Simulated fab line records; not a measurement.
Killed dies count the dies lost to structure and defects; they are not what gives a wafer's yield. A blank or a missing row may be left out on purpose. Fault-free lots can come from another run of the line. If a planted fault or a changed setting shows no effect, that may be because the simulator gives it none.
Which tool was responsible? + flow sky130 + 13 lots with 39 wafers sampled at 4 steps, on a route of 708 steps

== WHAT EACH GAUGE READ, for each wafer ==
The record holds no reading of a measuring or inspecting step that can be judged against a usual standard deviation.

== WHAT TOOL EACH LOT RAN ON (gives the tool, then ch and the chambers of the sampled wafers, and finally the start) ==
| lot  | SKY_CONTACT_COAT_08               | SKY_CONTACT_ETCH_16                | SKY_CONTACT_STRIP_19                 | SKY_PAD_OPEN_PROBE_99   |
|------|-----------------------------------|------------------------------------|--------------------------------------|-------------------------|
| L177 | litho track-01 ch 0, day 31 05:28 | rie diel-02 ch 1,2, day 31 19:08   | plasma asher-04 ch 0, day 31 19:16   | -                       |
| L178 | litho track-04 ch 0, day 31 10:40 | rie diel-04 ch 0,1,2, day 32 00:32 | plasma asher-02 ch 0,1, day 32 00:40 | -                       |
| L179 | litho track-04 ch 0, day 31 23:13 | rie diel-02 ch 1,2,3, day 32 13:46 | plasma asher-04 ch 0,1, day 32 13:53 | -                       |
| L181 | litho track-03 ch 0, day 32 06:35 | rie diel-04 ch 1,2,3, day 32 20:49 | plasma asher-04 ch 0,1, day 32 20:57 | -                       |
| L180 | litho track-03 ch 0, day 32 07:21 | rie diel-04 ch 0,2, day 32 21:35   | plasma asher-04 ch 0,1, day 32 21:44 | -                       |
| L188 | litho track-03 ch 0, day 34 22:03 | rie diel-04 ch 0,1,3, day 35 11:32 | plasma asher-04 ch 0,1, day 35 11:41 | prober-02, day 48 14:59 |
| L190 | litho track-03 ch 0, day 35 09:02 | rie diel-04 ch 0,2, day 35 22:11   | plasma asher-04 ch 0, day 35 22:19   | -                       |
| L192 | litho track-01 ch 0, day 36 04:55 | rie diel-01 ch 0,1,3, day 36 17:53 | plasma asher-04 ch 0,1, day 36 18:02 | -                       |
| L193 | litho track-01 ch 0, day 36 11:02 | rie diel-02 ch 0,1, day 37 00:28   | plasma asher-02 ch 0,1, day 37 00:35 | -                       |
| L196 | litho track-04 ch 0, day 37 02:49 | rie diel-02 ch 0,1,3, day 37 16:07 | plasma asher-04 ch 0,1, day 37 16:16 | -                       |
| L197 | litho track-01 ch 0, day 37 09:37 | rie diel-01 ch 0,3, day 37 22:46   | plasma asher-04 ch 0,1, day 37 22:56 | -                       |
| L199 | litho track-04 ch 0, day 38 01:13 | rie diel-02 ch 0,1,2, day 38 15:17 | plasma asher-04 ch 0,1, day 38 15:25 | -                       |
| L200 | litho track-01 ch 0, day 38 11:41 | rie diel-02 ch 0,1,3, day 39 00:50 | plasma asher-03 ch 0,1, day 39 00:58 | -                       |
- SKY_CONTACT_COAT_08: resist thk 60 nm.
- SKY_CONTACT_ETCH_16: etches BARC in N2/H2, stops on SiO2, time 45.9 s, target depth 60 nm.
- SKY_CONTACT_STRIP_19: strips in O2/N2.
- SKY_PAD_OPEN_PROBE_99

== AS READ BY THE TOOLS THEMSELVES (means over the sampled wafers that have a number; for cases with no such wafer, the mark the record gives instead) ==
SKY_CONTACT_ETCH_16. Usual: bias w 100.0 W, standard deviation 0.33; drypump motor current A 5.7 A, standard deviation 0.55; oes product au 0.855 a.u., standard deviation 0.0048; throttle valve pct 13.226 %, standard deviation 0.0092.
| lot  | tool        | bias w (W) | drypump motor current A (A) | oes product au (a.u.) | throttle valve pct (%) | flag |
|------|-------------|------------|-----------------------------|-----------------------|------------------------|------|
| L177 | rie diel-02 | 99.7       | 5.2                         | 0.854                 | 13.230                 |      |
| L178 | rie diel-04 | 100.1      | 5.6                         | 0.849                 | 13.223                 |      |
| L179 | rie diel-02 | 99.8       | 5.4                         | 0.861                 | 13.229                 |      |
| L181 | rie diel-04 | 99.9       | 5.4                         | 0.851                 | 13.226                 |      |
| L180 | rie diel-04 | 99.9       | 5.9                         | 0.856                 | 13.230                 |      |
| L188 | rie diel-04 | 100.1      | 5.5                         | 0.943                 | 13.239                 | OFF  |
| L190 | rie diel-04 | 99.8       | 5.9                         | 0.940                 | 13.232                 | OFF  |
| L192 | rie diel-01 | 99.7       | 5.9                         | 0.855                 | 13.216                 |      |
| L193 | rie diel-02 | 99.5       | 5.5                         | 0.856                 | 13.223                 |      |
| L196 | rie diel-02 | 99.8       | 5.6                         | 0.853                 | 13.217                 |      |
| L197 | rie diel-01 | 100.1      | 6.4                         | 0.852                 | 13.235                 |      |
| L199 | rie diel-02 | 99.7       | 5.7                         | 0.860                 | 13.232                 |      |
| L200 | rie diel-02 | 100.1      | 5.6                         | 0.851                 | 13.228                 |      |

SKY_CONTACT_STRIP_19. Usual: drypump motor current A 5.8 A, standard deviation 0.64; oes product au 0.380 a.u., standard deviation 0.0047; strip time to endpoint s 3.659 s, standard deviation 0.022.
| lot  | tool            | drypump motor current A (A) | oes product au (a.u.) | strip time to endpoint s (s) | flag |
|------|-----------------|-----------------------------|-----------------------|------------------------------|------|
| L177 | plasma asher-04 | 6.6                         | 0.382                 | 3.675                        |      |
| L178 | plasma asher-02 | 5.1                         | 0.382                 | 3.668                        |      |
| L179 | plasma asher-04 | 6.2                         | 0.380                 | 3.681                        |      |
| L181 | plasma asher-04 | 6.2                         | 0.380                 | 3.656                        |      |
| L180 | plasma asher-04 | 5.7                         | 0.379                 | 3.673                        |      |
| L188 | plasma asher-04 | 5.7                         | 0.388                 | 3.819                        | OFF  |
| L190 | plasma asher-04 | 6.6                         | 0.389                 | 3.800                        | OFF  |
| L192 | plasma asher-04 | 6.2                         | 0.374                 | 3.662                        |      |
| L193 | plasma asher-02 | 5.1                         | 0.386                 | 3.644                        |      |
| L196 | plasma asher-04 | 5.7                         | 0.386                 | 3.658                        |      |
| L197 | plasma asher-04 | 6.2                         | 0.381                 | 3.640                        |      |
| L199 | plasma asher-04 | 6.2                         | 0.379                 | 3.672                        |      |
| L200 | plasma asher-03 | 6.0                         | 0.374                 | 3.631                        |      |

SKY_PAD_OPEN_PROBE_99. Usual: killed_at_M0_to_M3 44, standard deviation 6.2; killed_at_M4_up 3.3, standard deviation 1.7; killed at contacts 24, standard deviation 4.9; killed at front end 16, standard deviation 5; killed at other 0.3, standard deviation 0.48; killed dies 88, standard deviation 9; killed open 48, standard deviation 7; killed short 39, standard deviation 6.1.
| lot  | tool      | killed_at_M0_to_M3 | killed_at_M4_up | killed at contacts | killed at front end | killed at other | killed dies | killed open | killed short | flag |
|------|-----------|--------------------|-----------------|--------------------|---------------------|-----------------|-------------|-------------|--------------|------|
| L188 | prober-02 | 45                 | 3.0             | 23                 | 20                  | 0.7             | 91          | 54          | 37           |      |

== THE ANSWER, worked out from the rows above alone ==
Rule: take the mean of a lot's wafers that have a number; if it is more than 3 standard deviations from the usual mean, the lot is off. Also off: a lot with no number at a reading for which 4 or more lots have one. Any other lot the step has rows for is counted as sound. The gauges are gone through in route order, then the tools' own readings, and for those a lot's mean is taken as printed above. The first step at which some lot is off is used, and at that step the reading that is off furthest; a lot without a number counts as furthest.
Off: L188, L190 (SKY_CONTACT_ETCH_16, oes product au).
A tool fits if, at that step or a process step before it, it ran every lot that is off, and no sound lot after the first of them. Undecided on this evidence; 2 tools fit (litho track-03 at SKY_CONTACT_COAT_08, rie diel-04 at SKY_CONTACT_ETCH_16).

== WHAT WAS PUT IN BY THE SIMULATOR ==
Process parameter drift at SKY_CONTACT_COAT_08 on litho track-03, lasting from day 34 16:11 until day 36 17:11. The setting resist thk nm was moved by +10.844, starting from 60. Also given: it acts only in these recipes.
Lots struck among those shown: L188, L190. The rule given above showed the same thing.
